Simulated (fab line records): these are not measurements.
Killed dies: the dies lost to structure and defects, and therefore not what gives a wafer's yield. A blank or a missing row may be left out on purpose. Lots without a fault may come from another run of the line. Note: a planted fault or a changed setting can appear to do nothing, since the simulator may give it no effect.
Problem report in the 8D (eight disciplines) form, filled by code -- flow gf180mcu -- the parts of the form that need people (team, actions taken, sign-off) are left out

== 1. PROBLEM STATEMENT ==
Mean of doseIonsCm2 at GF_HV_LDD_IMPLANT_48: 2.8746e+13 across 6 wafers in 2 lots; on wafers with no fault it is 2.9998e+13 (standard deviation 2.8e+10). That puts it -45 standard deviations away from the usual mean.
Earliest sighting: wafer L720.1 on implanter-04 at day 16 04:06. The record holds 42 wafers of 14 lots with a number at this step. By rule, "out" or "out of limits" means more than 4 standard deviations away from the usual mean. The other wafers with a number count as sound.

== 2. WHAT THIS IS AND IS NOT ==
question,is,is not
which readings at this step,doseIonsCm2,tiltDeg
which lots,"L720, L722","L709, L710, L711, L712, L713, L714, L719, L723, L727, L728, L731, L732"
which wafers of those lots,all that have a number,-
read on which tools,implanter-04,"implanter-01, implanter-03"
when,from day 16 04:06,"up to then (21 sound wafers); but 15 sound wafers of L723, L727, L728, L731, L732 came after"

== 3. WHAT RULES OUT EACH SUSPECT ==
Counting: a tool stays on the suspect list if, at a process step up to the reading, it processed all lots that are out and no sound lot following the first of them.
- implanter-04 at GF_HV_LDD_IMPLANT_48: kept. It processed each lot that is out, first L720 at day 16 04:06, and no sound lot thereafter; up to then, the last sound lot it processed was L719 at day 15 23:54. Its own readings are out on those wafers: doseIonsCm2.
Left after counting: implanter-04 at GF_HV_LDD_IMPLANT_48.

== 4. THE CAUSE (what the simulator had put in) ==
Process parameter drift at GF_HV_LDD_IMPLANT_48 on implanter-04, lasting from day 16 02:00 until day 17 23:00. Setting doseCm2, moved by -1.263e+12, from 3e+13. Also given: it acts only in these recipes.
After counting, this tool was the only one left.

== 5. THE CHAIN OF EFFECTS, in route order ==
One row per reading whose mean, taken over the struck wafers that have a number, lies over 3 standard deviations from the usual. Only readings for which the record gives a usual standard deviation are gone through. hours: the time from each lot's start at the first step in this table that gives one to its start at this step, as a median over the lots. sigmas: the change in usual standard deviations.
hours,step,reading,usual,on struck wafers,change,sigmas
0,GF_HV_LDD_IMPLANT_48,doseIonsCm2,2.9998e+13,2.8746e+13,-1.2515e+12,-45
Process steps it contains:
- GF_HV_LDD_IMPLANT_48
At these later measuring or inspecting steps, every struck wafer for which the step has a row has a number for every such reading, and none has moved that far: GF_V1_THK_MEAS_03.

== 6. HOW IT WOULD HAVE BEEN CAUGHT EARLIER ==
In this record no reading fell out of limits until day 16 04:06, 2 hours after the fault had begun at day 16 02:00.
